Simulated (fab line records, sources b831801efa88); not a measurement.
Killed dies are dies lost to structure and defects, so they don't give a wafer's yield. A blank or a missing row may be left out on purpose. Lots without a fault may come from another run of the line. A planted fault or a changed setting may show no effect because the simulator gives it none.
fab line records | flow sfq_line
record lots=6 wafers=18 last_day=78
route steps=325 shown M2@95 I2@103
lots that met no fault: from a run of the same line without faults
start_h: hours from the record's first day to the start of the lot's first wafer shown | wait_h: hours since the lot's step before | " the same as in the row above | L1.1+2: a row that stands for several wafers | - no value, or no start given | * or withheld: withheld | < > ~ a bound
route shown NAME@n: a module of which the file shows steps, and the number in the route of the first | usual: mean/standard deviation of fault-free wafers | same: alike in all rows | chamber/n: place in a boat | sites: the reading at each site | _std_site: their standard deviation | _edge_site: outer sites' mean less inner sites' | radius_mm: how far each site lies from the wafer's centre | mask NAME#n: copy n | behind: the tool/chamber that last shaped the wafer | hold: why the lot was held/for how many hours/how that ended | device: the transistor (n, p or np) that didn't switch | end of line: the same wafers' tests at the end of the route | a step without rows: its recipe alone | killed: dies lost to structure and defects at the first sort, not the wafer's yield | map: a wafer's dies, x killed, . not, _ none there
set.NAME: the setting as run; set.NAME@STEP: as run at that earlier step | model.NAME: the simulator's own value behind a step, which no gauge read
lots at some steps of the route; a table a step, a row a wafer
services: from which hour (start_h, from the record's first day; less than 0 if before it) a tool's chamber was out of use, for how many hours, and why
## steps
# step SFQ_TRILAYER_M2_LITHO_EXPOSE_058
# recipe mask_id=M2 na=0.6 source_shape=conventional sigma_outer=0.65 target_cd_nm=500 dose_mj=14.4
# step SFQ_TRILAYER_M2_LITHO_PEB_060
# recipe peb_temp_c=115 peb_time_s=60 resist=KrF
# step SFQ_TRILAYER_M2_LITHO_DEVELOP_059
# recipe time_s=60 resist=KrF
# step SFQ_M2_OVL_MEAS_916
# usual M2_OVL=1/3.8
# columns lot.wafer tool chamber start_h wait_h M2_OVL[nm]
L166.3 overlay-01 - 468.06 0.1 1
L166.4 " - " " 5
L166.5 " - " " 7
L167.1 overlay-01 - 472.85 0.1 -1
L167.4 " - " " -2
L167.5 " - " " 1
L177.2 overlay-02 - 578.52 0.1 1
L177.4 " - " " 2
L177.6 " - " " 0
L179.1 overlay-02 - 588.11 0.1 -3
L179.3 " - " " 1
L179.5 " - " " 3
L187.2 overlay-02 - 657.34 0.1 0
L187.3 " - " " 3
L187.6 " - " " 10
L189.1 overlay-01 - 671.83 0.1 4
L189.2 " - " " 4
L189.5 " - " " 6
# step SFQ_TRILAYER_M2_BARC_OPEN_METAL_ETCH_077
# recipe mask_material=PR chemistry=O2 target_depth_nm=125 target=BARC icp_w=600 bias_w=80 pressure_mtorr=10 time_s=41.7
# step SFQ_TRILAYER_M2_ETCH_METAL_ETCH_060
# recipe target=Nb stop_on=SiO2 mask_material=PR chemistry=Cl2/Ar target_depth_nm=240 icp_w=600 bias_w=80 pressure_mtorr=10 time_s=120
# usual drypump_motor_current_A=5.99/0.28 oes_product_au=0.889/0.0094
# columns lot.wafer tool chamber start_h wait_h drypump_motor_current_A oes_product_au rf_hours_counter_h
L166.3 rie_metal-02 0 468.19 0.1 5.56 0.908 -
L166.4 " 1 " " 5.74 0.889 -
L166.5 " 1 " " 5.74 0.900 -
L167.1 rie_metal-02 1 472.95 0.0 5.76 0.904 71
L167.4 " 1 " " 5.75 0.899 -
L167.5 " 0 " " 5.56 0.899 -
L177.2 rie_metal-01 1 578.61 0.0 6.36 0.890 74
L177.4 " 1 " " 6.33 0.868 -
L177.6 " 1 " " 6.32 0.893 -
L179.1 rie_metal-02 1 588.21 0.0 5.71 0.880 92
L179.3 " 0 " " 5.56 0.881 -
L179.5 " 1 " " 5.75 0.893 -
L187.2 rie_metal-01 1 657.43 0.0 6.34 0.876 89
L187.3 " 1 " " 6.38 0.879 -
L187.6 " 0 " " 6.18 0.890 -
L189.1 rie_metal-01 0 671.93 0.0 6.22 0.873 117
L189.2 " 1 " " 6.32 0.876 91
L189.5 " 1 " " 6.32 0.866 -
# step SFQ_TRILAYER_M2_STRIP_STRIP_061
# recipe gas=O2 power_w=200 platen_temp_c=40 overash_fraction=0.65 chemistry=O2 pressure_mtorr=50
# step SFQ_TRILAYER_M2_STRIP_SOLV_CLEAN_062
# recipe chemistry=NMP temp_c=70 time_s=600
# step SFQ_TRILAYER_I2_DEP_PECVD_063
# recipe material=SiO2 temp_c=150 time_s=111.11 pressure_torr=2.4 rf_w=183.3 precursor=SiH4/N2O target_thk_nm=500
# usual heater_power_w=75/14 throttle_valve_pct=25.1/1.2
# columns lot.wafer tool chamber start_h wait_h heater_power_w throttle_valve_pct
L166.3 pecvd-01 0 469.05 0.0 65 26.5
L166.4 " 0 " " 66 26.4
L166.5 " 1 " " 93 23.7
L167.1 pecvd-02 2 473.86 0.0 68 24.1
L167.4 " 1 " " 67 24.4
L167.5 " 2 " " 69 24.2
L177.2 pecvd-01 1 579.51 0.0 93 24.1
L177.4 " 1 " " 97 24.1
L177.6 " 2 " " 82 26.0
L179.1 pecvd-04 0 589.13 0.0 80 26.5
L179.3 " 1 " " 79 24.1
L179.5 " 2 " " 99 25.3
L187.2 pecvd-04 1 658.34 0.0 74 24.3
L187.3 " 0 " " 89 26.5
L187.6 " 2 " " 100 25.3
L189.1 pecvd-02 1 672.83 0.0 68 25.1
L189.2 " 2 " " 69 24.5
L189.5 " 1 " " 67 25.0
# step SFQ_TRILAYER_I2_CMP_CMP_064
# recipe material=SiO2 down_force_psi=3 platen_rpm=60 pad_velocity_m_s=0.94248
# usual motor_current_A=10.8/1 retaining_ring_pressure_frac=1.000/0.0051 time_to_endpoint_s=214/9.3
# columns lot.wafer tool chamber start_h wait_h motor_current_A retaining_ring_pressure_frac time_to_endpoint_s
L166.3 cmp-01 2 469.62 0.5 11.1 1.006 198
L166.4 " 0 470.62 1.5 11.4 1.002 208
L166.5 " 1 " " 12.8 0.998 222
L167.1 cmp-02 2 474.44 0.5 9.5 1.004 215
L167.4 " 0 475.44 1.5 10.0 0.994 211
L167.5 " 2 476.44 2.5 9.5 1.001 220
L177.2 cmp-02 3 594.00 14.5 11.1 0.996 199
L177.4 " 0 " " 9.8 1.008 216
L177.6 " 3 596.00 16.4 10.9 0.997 197
L179.3 cmp-01 3 605.15 16.0 10.3 0.998 230
L179.1 " 1 606.15 17.0 13.2 0.999 232
L179.5 " 3 607.15 17.9 10.8 1.004 235
L187.2 cmp-01 3 689.09 30.7 11.3 0.995 206
L187.3 " 1 690.09 31.7 12.1 0.999 206
L187.6 " 0 691.59 33.2 10.9 1.002 218
L189.2 cmp-02 1 702.00 29.1 8.6 0.995 206
L189.1 " 3 703.00 30.1 10.8 1.004 198
L189.5 " 1 704.00 31.1 9.3 0.995 210
# step SFQ_I2_BOW_MEAS_917
# recipe mode=bow
# usual I2_BOW=4/7.8
# columns lot.wafer tool chamber start_h wait_h I2_BOW[um]
L166.3 film_metro-03 - 472.16 2.0 4
L166.4 " - " " 16
L166.5 " - " " 3
L167.1 film_metro-04 - 476.94 2.0 12
L167.4 " - " " 12
L167.5 " - " " 7
L177.2 film_metro-04 - 596.52 2.0 9
L177.4 " - " " 12
L177.6 " - " " 11
L179.1 film_metro-04 - 607.65 1.0 7
L179.3 " - " " 1
L179.5 " - " " -5
L187.2 film_metro-03 - 692.11 2.5 2
L187.3 " - " " -10
L187.6 " - " " 3
L189.1 film_metro-03 - 704.50 1.0 -12
L189.2 " - " " -7
L189.5 " - " " -10
# step SFQ_TRILAYER_I2_METRO_MEASURE_065
# usual thk_nm=199.7/1.3
# columns lot.wafer tool chamber start_h wait_h thk_nm
L166.3 film_metro-03 - 472.64 0.5 197.8
L166.4 " - " " 199.4
L166.5 " - " " 199.2
L167.1 film_metro-04 - 477.06 0.1 199.4
L167.4 " - " " 199.3
L167.5 " - " " 198.7
L177.2 film_metro-04 - 596.82 0.3 197.1
L177.4 " - " " 199.2
L177.6 " - " " 196.5
L179.1 film_metro-04 - 607.77 0.1 201.9
L179.3 " - " " 201.5
L179.5 " - " " 200.3
L187.2 film_metro-03 - 692.41 0.3 199.9
L187.3 " - " " 201.6
L187.6 " - " " 199.7
L189.1 film_metro-03 - 704.62 0.1 197.7
L189.2 " - " " 198.2
L189.5 " - " " 200.2
# step SFQ_TRILAYER_I2_VIA_LITHO_COAT_072
# recipe resist=BARC spin_rpm=3000 resist_thk_nm=62
# usual dispense_pressure_kPa=49/3.2 spin_speed_rpm=2999.8/2
# columns lot.wafer tool chamber start_h wait_h dispense_pressure_kPa spin_speed_rpm model.BARC_of_TRILAYER_I2_VIA_LITHO_COAT_072.thk_nm
L166.3 litho_track-01 0 473.54 0.7 51 2997.6 62.04
L166.4 " 0 " " 51 2996.0 62.32
L166.5 " 0 " " 51 3000.1 62.19
L167.1 litho_track-01 0 478.26 1.0 51 3006.2 62.05
L167.4 " 0 " " 51 2998.6 62.02
L167.5 " 0 " " 51 3000.1 61.73
L177.2 litho_track-01 0 597.87 0.8 51 3003.9 61.77
L177.4 " 0 " " 51 3001.4 70.57
L177.6 " 0 " " 51 3002.8 62.28
L179.1 litho_track-01 0 608.97 1.0 51 2998.8 61.94
L179.3 " 0 " " 51 2999.4 62.03
L179.5 " 0 " " 51 3001.0 70.49
L187.2 litho_track-01 0 693.46 0.8 51 2997.8 62.02
L187.3 " 0 " " 51 2999.3 62.05
L187.6 " 0 " " 51 2998.4 62.02
L189.1 litho_track-02 0 705.82 1.0 46 2998.5 62.14
L189.2 " 0 " " 46 3000.0 62.13
L189.5 " 0 " " 46 2998.8 62.13
# step SFQ_TRILAYER_I2_VIA_LITHO_COAT_067
# recipe resist=KrF spin_rpm=3000 resist_thk_nm=650
# step SFQ_TRILAYER_I2_VIA_LITHO_SOFTBAKE_071
# recipe temp_c=withheld time_s=withheld resist=KrF
# step SFQ_TRILAYER_I2_VIA_LITHO_EXPOSE_068
# recipe mask_id=I2 na=0.6 source_shape=conventional sigma_outer=0.65 target_cd_nm=500 dose_mj=21.3
# step SFQ_TRILAYER_I2_VIA_LITHO_PEB_070
# recipe peb_temp_c=115 peb_time_s=60 resist=KrF
# step SFQ_TRILAYER_I2_VIA_LITHO_DEVELOP_069
# recipe time_s=60 resist=KrF
# step SFQ_I2_OVL_MEAS_918
# usual I2_OVL=0/4.7
# columns lot.wafer tool chamber start_h wait_h I2_OVL[nm]
L166.3 overlay-02 - 561.12 0.1 2
L166.4 " - " " -1
L166.5 " - " " -2
L167.1 overlay-02 - 563.50 0.1 -9
L167.4 " - " " -2
L167.5 " - " " -7
L177.2 overlay-02 - 671.67 0.1 2
L177.4 " - " " 4
L177.6 " - " " 3
L179.1 overlay-01 - 682.27 0.1 -3
L179.3 " - " " 3
L179.5 " - " " -1
L187.2 overlay-01 - 765.26 0.1 -2
L187.3 " - " " -4
L187.6 " - " " 4
L189.1 overlay-01 - 776.06 0.1 10
L189.2 " - " " 2
L189.5 " - " " 6
# step SFQ_TRILAYER_I2_VIA_BARC_OPEN_VIA_ETCH_096
# recipe mask_material=PR chemistry=O2 target_depth_nm=125 target=BARC source_w=500 bias_w=80 pressure_mtorr=30 time_s=41.7
# usual drypump_motor_current_A=5.9/0.56 oes_product_au=0.685/0.0047
# columns lot.wafer tool chamber start_h wait_h drypump_motor_current_A oes_product_au rf_hours_counter_h model.etch.depth_nm
L166.3 rie_diel-03 1 561.14 0.0 6.3 0.678 47 62.04
L166.4 " 0 " " 6.3 0.687 - 62.32
L166.5 " 1 " " 6.3 0.684 - 62.19
L167.1 rie_diel-01 0 563.54 0.0 4.9 0.682 33 62.05
L167.4 " 1 " " 6.0 0.700 1 62.02
L167.5 " 3 " " 5.9 0.683 - 61.73
L177.2 rie_diel-01 1 671.70 0.0 6.0 0.693 3 61.77
L177.4 " 2 " " 6.3 0.735 3 70.57
L177.6 " 0 " " 4.9 0.687 - 62.28
L179.1 rie_diel-02 3 682.30 0.0 6.8 0.683 39 61.94
L179.3 " 0 " " 5.6 0.683 5 62.03
L179.5 " 0 " " 5.7 0.728 - 70.49
L187.2 rie_diel-01 1 765.29 0.0 6.0 0.683 5 62.02
L187.3 " 2 " " 6.3 0.687 5 62.05
L187.6 " 2 " " 6.3 0.682 - 62.02
L189.1 rie_diel-02 3 776.09 0.0 6.8 0.686 41 62.14
L189.2 " 1 " " 5.5 0.675 14 62.13
L189.5 " 1 " " 5.5 0.685 - 62.13
# step SFQ_TRILAYER_I2_VIA_ETCH_VIA_ETCH_070
# recipe target=SiO2 stop_on=Nb mask_material=PR taper_deg=20 chemistry=CHF3 target_depth_nm=260 source_w=500 bias_w=80 pressure_mtorr=30 time_s=withheld
# usual drypump_motor_current_A=5.9/0.56 oes_product_au=0.854/0.006
# columns lot.wafer tool chamber start_h wait_h drypump_motor_current_A oes_product_au
L166.3 rie_diel-03 1 561.18 0.0 6.4 0.850
L166.4 " 0 " " 6.3 0.853
L166.5 " 1 " " 6.3 0.857
L167.1 rie_diel-01 0 563.58 0.0 4.9 0.855
L167.4 " 1 " " 6.0 0.856
L167.5 " 3 " " 5.9 0.854
L177.2 rie_diel-01 1 671.74 0.0 6.0 0.852
L177.4 " 2 " " 6.3 0.849
L177.6 " 0 " " 4.9 0.847
L179.1 rie_diel-02 3 682.34 0.0 6.8 0.860
L179.3 " 0 " " 5.6 0.849
L179.5 " 0 " " 5.6 0.849
L187.2 rie_diel-01 1 765.33 0.0 6.0 0.860
L187.3 " 2 " " 6.3 0.855
L187.6 " 2 " " 6.4 0.859
L189.1 rie_diel-02 3 776.13 0.0 6.8 0.850
L189.2 " 1 " " 5.5 0.857
L189.5 " 1 " " 5.5 0.856
## services
# columns tool chamber start_h hours kind
rie_diel-01 - 458.76 0.7 repair
rie_diel-01 - 459.77 1.3 repair
film_metro-03 - 463.86 4.5 pm
rie_diel-01 2 469.71 7.3 repair
cmp-01 - 473.27 0.3 repair
rie_diel-02 - 505.15 2.8 pm
film_metro-04 - 507.41 1.1 pm
cmp-02 - 507.59 0.9 repair
film_metro-03 - 516.15 0.4 pm
film_metro-03 - 517.96 3.1 pm
film_metro-03 - 521.06 0.6 pm
cmp-01 - 527.79 2.2 repair
rie_diel-01 0 532.41 8.1 repair
rie_metal-02 - 538.05 15.6 pm
cmp-01 - 545.52 4.1 pm
film_metro-03 - 552.47 5.5 pm
film_metro-04 - 558.34 0.5 pm
cmp-01 - 576.65 4.0 pm
rie_diel-01 - 589.54 0.6 repair
rie_diel-02 3 599.32 9.0 repair
rie_diel-01 3 646.15 2.4 repair
rie_diel-02 - 651.07 14.6 pm
rie_diel-01 - 656.84 4.7 repair
rie_diel-01 - 766.81 2.8 pm
## key
first_sign step=SFQ_TRILAYER_I2_VIA_BARC_OPEN_VIA_ETCH_096 reading=oes_product_au direction=up sigmas=9.8 usual=0.685 struck=0.732
effect none on later readings
model_effect step=SFQ_TRILAYER_I2_VIA_LITHO_COAT_072 value=BARC_of_TRILAYER_I2_VIA_LITHO_COAT_072.thk_nm without=61.96 struck=70.53
model_effect step=SFQ_TRILAYER_I2_VIA_BARC_OPEN_VIA_ETCH_096 value=etch.depth_nm without=61.96 struck=70.53
met_at SFQ_TRILAYER_I2_VIA_LITHO_COAT_072
struck_wafers L177.4,L179.5
onset_between 478.26 597.87
fault kind=process_parameter_drift tool=litho_track-01 chamber=- onset_h=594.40 steps=SFQ_TRILAYER_I2_VIA_LITHO_COAT_072 channel=resist_thk_nm offset=8.572 shape=step end_h=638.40 scope=struck_wafers_only acts_in=these_recipes_only stated=62
